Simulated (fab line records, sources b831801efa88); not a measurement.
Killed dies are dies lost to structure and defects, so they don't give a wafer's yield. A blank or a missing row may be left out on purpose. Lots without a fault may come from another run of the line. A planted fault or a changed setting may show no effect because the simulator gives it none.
Which tool did it? | flow gf180mcu | 13 lots, 39 wafers sampled, at 6 steps of a route of 602

WHAT THE GAUGES READ, wafer by wafer
GF_NWELL_TW_MEAS_11. Usual: NWELL_TW 1571, standard deviation 11.
lot  | measured    | on            | NWELL_TW       | flag
L662 | day 3 07:40 | film_metro-01 | 1581 1579 1575 |
L663 | day 3 13:34 | film_metro-04 | 1569 1582 1579 |
L665 | day 3 22:42 | film_metro-04 | 1592 1599 1600 |
L667 | day 4 11:23 | film_metro-02 | 1570 1562 1563 |
L668 | day 4 14:19 | film_metro-02 | 1564 1573 1574 |
L669 | day 4 22:22 | film_metro-01 | 1558 1552 1554 |
L677 | day 6 18:16 | film_metro-02 | 1562 1556 1553 |
L678 | day 7 01:27 | film_metro-01 | 1577 1578 1578 |
L681 | day 7 16:10 | film_metro-02 | 1575 1579 1570 |
L682 | day 7 21:25 | film_metro-01 | 1564 1562 1580 |
L683 | day 8 03:50 | film_metro-01 | 1565 1566 1567 |
L684 | day 8 07:22 | film_metro-01 | 1559 1548 1553 |
L685 | day 8 18:33 | film_metro-01 | 1562 1560 1560 |

GF_LVPWELL_OVL_MEAS_07. Usual: LVPWELL_OVL 0.3 nm, standard deviation 1.4.
lot  | measured    | on         | LVPWELL_OVL (nm) | flag
L662 | day 3 20:40 | overlay-02 | -1.3 -1.4 -1.5   |
L663 | day 4 01:59 | overlay-02 | 0.9 0.6 -0.1     |
L665 | day 4 12:19 | overlay-02 | -0.7 -1.7 -0.4   |
L667 | day 5 01:28 | overlay-01 | -2.1 0.9 0.0     |
L668 | day 5 03:58 | overlay-02 | -0.1 1.4 -0.2    |
L669 | day 5 12:08 | overlay-02 | - - -            | OFF
L677 | day 7 09:13 | overlay-01 | -1.2 0.0 -0.5    |
L678 | day 7 16:28 | overlay-02 | -0.1 1.9 0.9     |
L681 | day 8 08:01 | overlay-02 | 1.2 1.6 -0.5     |
L682 | day 8 13:10 | overlay-01 | 1.1 0.4 1.5      |
L683 | day 8 20:26 | overlay-01 | 1.2 1.3 2.1      |
L684 | day 9 00:13 | overlay-02 | -1.8 0.5 0.4     |
L685 | day 9 10:45 | overlay-02 | -0.3 1.5 0.1     |

GF_LVPWELL_TW_MEAS_11. Usual: LVPWELL_TW 558, standard deviation 3.2.
lot  | measured    | on            | LVPWELL_TW  | flag
L662 | day 3 21:07 | film_metro-02 | 559 557 561 |
L663 | day 4 02:25 | film_metro-01 | 553 553 555 |
L665 | day 4 12:45 | film_metro-02 | 558 555 552 |
L667 | day 5 01:55 | film_metro-02 | 556 558 560 |
L668 | day 5 04:25 | film_metro-01 | 561 561 562 |
L669 | day 5 12:34 | film_metro-02 | 30 30 30    | OFF
L677 | day 7 09:39 | film_metro-02 | 558 559 560 |
L678 | day 7 16:54 | film_metro-02 | 558 558 560 |
L681 | day 8 08:28 | film_metro-01 | 554 553 552 |
L682 | day 8 13:37 | film_metro-01 | 556 553 556 |
L683 | day 8 20:53 | film_metro-01 | 555 553 554 |
L684 | day 9 00:40 | film_metro-04 | 563 562 558 |
L685 | day 9 11:11 | film_metro-01 | 560 562 559 |

GF_VT_IMPLANT_OVL_MEAS_07. Usual: VT_IMPLANT_OVL 0.3 nm, standard deviation 1.2.
lot  | measured     | on         | VT_IMPLANT_OVL (nm) | flag
L662 | day 5 15:37  | overlay-01 | 0.9 -0.1 0.7        |
L663 | day 5 20:56  | overlay-01 | -0.6 -0.5 -1.3      |
L665 | day 6 09:07  | overlay-02 | -0.4 1.2 1.8        |
L667 | day 6 23:31  | overlay-02 | -1.4 -0.2 0.5       |
L668 | day 7 01:38  | overlay-02 | -0.6 0.6 0.3        |
L669 | day 7 10:25  | overlay-01 | -1.7 1.5 -0.6       |
L677 | day 9 11:49  | overlay-01 | -0.5 -1.2 -0.3      |
L678 | day 9 18:25  | overlay-01 | 1.3 0.4 4.6         |
L681 | day 10 11:34 | overlay-02 | -0.6 -0.2 0.5       |
L682 | day 10 19:16 | overlay-02 | 1.3 0.6 0.9         |
L683 | day 11 01:53 | overlay-01 | -1.4 0.3 -1.2       |
L684 | day 11 05:52 | overlay-01 | 2.0 2.0 -0.5        |
L685 | day 11 17:46 | overlay-01 | 1.3 0.5 -0.1        |

WHICH TOOL RAN EACH LOT (tool, then ch and the chambers of the sampled wafers, then the start)
lot  | GF_LVPWELL_EXPOSE_04               | GF_LVPWELL_STRIP_10
L662 | iline_stepper-01 ch 0, day 3 14:27 | plasma_asher-04 ch 0,1, day 3 21:01
L663 | iline_stepper-01 ch 0, day 3 19:38 | plasma_asher-03 ch 0,1, day 4 02:19
L665 | iline_stepper-01 ch 0, day 4 05:50 | plasma_asher-04 ch 0, day 4 12:39
L667 | iline_stepper-01 ch 0, day 4 18:08 | plasma_asher-04 ch 0,1, day 5 01:48
L668 | iline_stepper-01 ch 0, day 4 21:31 | plasma_asher-03 ch 0,1, day 5 04:19
L669 | iline_stepper-01 ch 0, day 5 04:58 | plasma_asher-02 ch 0,1, day 5 12:28
L677 | iline_stepper-02 ch 0, day 7 02:08 | plasma_asher-03 ch 1, day 7 09:32
L678 | iline_stepper-01 ch 0, day 7 08:58 | plasma_asher-02 ch 1, day 7 16:48
L681 | iline_stepper-01 ch 0, day 7 23:59 | plasma_asher-03 ch 0,1, day 8 08:21
L682 | iline_stepper-01 ch 0, day 8 05:23 | plasma_asher-03 ch 0,1, day 8 13:30
L683 | iline_stepper-01 ch 0, day 8 12:31 | plasma_asher-03 ch 0,1, day 8 20:47
L684 | iline_stepper-02 ch 0, day 8 15:54 | plasma_asher-03 ch 0,1, day 9 00:33
L685 | iline_stepper-01 ch 0, day 9 02:59 | plasma_asher-02 ch 0,1, day 9 11:05
- GF_LVPWELL_EXPOSE_04: exposes mask LVPWELL, target cd 600 nm.
- GF_LVPWELL_STRIP_10: strips in O2/N2.

WHAT THE TOOLS THEMSELVES READ (means of the sampled wafers that have a number; where no wafer has one, the mark that the record gives instead)
GF_LVPWELL_EXPOSE_04. Usual: reticle_temp_C 23.00 C, standard deviation 0.11.
lot  | tool             | reticle_temp_C (C) | flag
L662 | iline_stepper-01 | 22.98              |
L663 | iline_stepper-01 | 23.05              |
L665 | iline_stepper-01 | 22.94              |
L667 | iline_stepper-01 | 22.96              |
L668 | iline_stepper-01 | 22.90              |
L669 | iline_stepper-01 | 22.89              |
L677 | iline_stepper-02 | 23.13              |
L678 | iline_stepper-01 | 23.08              |
L681 | iline_stepper-01 | 23.13              |
L682 | iline_stepper-01 | 23.14              |
L683 | iline_stepper-01 | 22.97              |
L684 | iline_stepper-02 | 23.00              |
L685 | iline_stepper-01 | 23.01              |

GF_LVPWELL_STRIP_10. Usual: drypump_motor_current_A 5.8 A, standard deviation 0.59; heater_power_w 338 W, standard deviation 19; o2_flow_sccm 2999 sccm, standard deviation 9.6; oes_product_au 0.722 a.u., standard deviation 0.0044; strip_time_to_endpoint_s 36.98 s, standard deviation 0.1.
lot  | tool            | drypump_motor_current_A (A) | heater_power_w (W) | o2_flow_sccm (sccm) | oes_product_au (a.u.) | strip_time_to_endpoint_s (s) | flag
L662 | plasma_asher-04 | 6.0                         | 351                | 2996                | 0.718                 | 37.01                        |
L663 | plasma_asher-03 | 6.2                         | 340                | 2999                | 0.723                 | 36.90                        |
L665 | plasma_asher-04 | 5.3                         | 361                | 3001                | 0.724                 | 36.96                        |
L667 | plasma_asher-04 | 6.0                         | 350                | 3012                | 0.720                 | 36.97                        |
L668 | plasma_asher-03 | 6.2                         | 346                | 2988                | 0.720                 | 36.90                        |
L669 | plasma_asher-02 | 5.7                         | 309                | 2999                | 0.720                 | 36.96                        |
L677 | plasma_asher-03 | 5.2                         | 325                | 3013                | 0.722                 | 37.06                        |
L678 | plasma_asher-02 | 5.6                         | 314                | 2998                | 0.720                 | 36.94                        |
L681 | plasma_asher-03 | 6.2                         | 344                | 2996                | 0.719                 | 36.97                        |
L682 | plasma_asher-03 | 6.1                         | 341                | 2994                | 0.721                 | 37.06                        |
L683 | plasma_asher-03 | 6.1                         | 346                | 2994                | 0.725                 | 36.94                        |
L684 | plasma_asher-03 | 5.7                         | 335                | 3004                | 0.720                 | 37.06                        |
L685 | plasma_asher-02 | 5.7                         | 315                | 2990                | 0.721                 | 37.01                        |

THE ANSWER, worked out from the rows above alone
Rule: a lot is off if the mean of its wafers that have a number lies more than 3 standard deviations from the usual mean. A lot without any number at a reading at which 4 lots or more have one is off too. The other lots that the step has rows for count as sound. The gauges are gone through in route order, then the tools' own readings, and for those a lot's mean is taken as printed above. The first step at which some lot is off is used, and at that step the reading that is off furthest; a lot without a number counts as furthest.
Off: L669, at GF_LVPWELL_OVL_MEAS_07 (LVPWELL_OVL). Without a number there: L669.
A tool fits if, at a process step before that reading, it ran every lot that is off, and no sound lot after the first of them. The gauges at GF_LVPWELL_OVL_MEAS_07 aren't tried: what is off there is off at GF_LVPWELL_TW_MEAS_11 too, on other tools, and a gauge's error can't cause that. None of those tried fits.

WHAT THE SIMULATOR HAD PUT IN
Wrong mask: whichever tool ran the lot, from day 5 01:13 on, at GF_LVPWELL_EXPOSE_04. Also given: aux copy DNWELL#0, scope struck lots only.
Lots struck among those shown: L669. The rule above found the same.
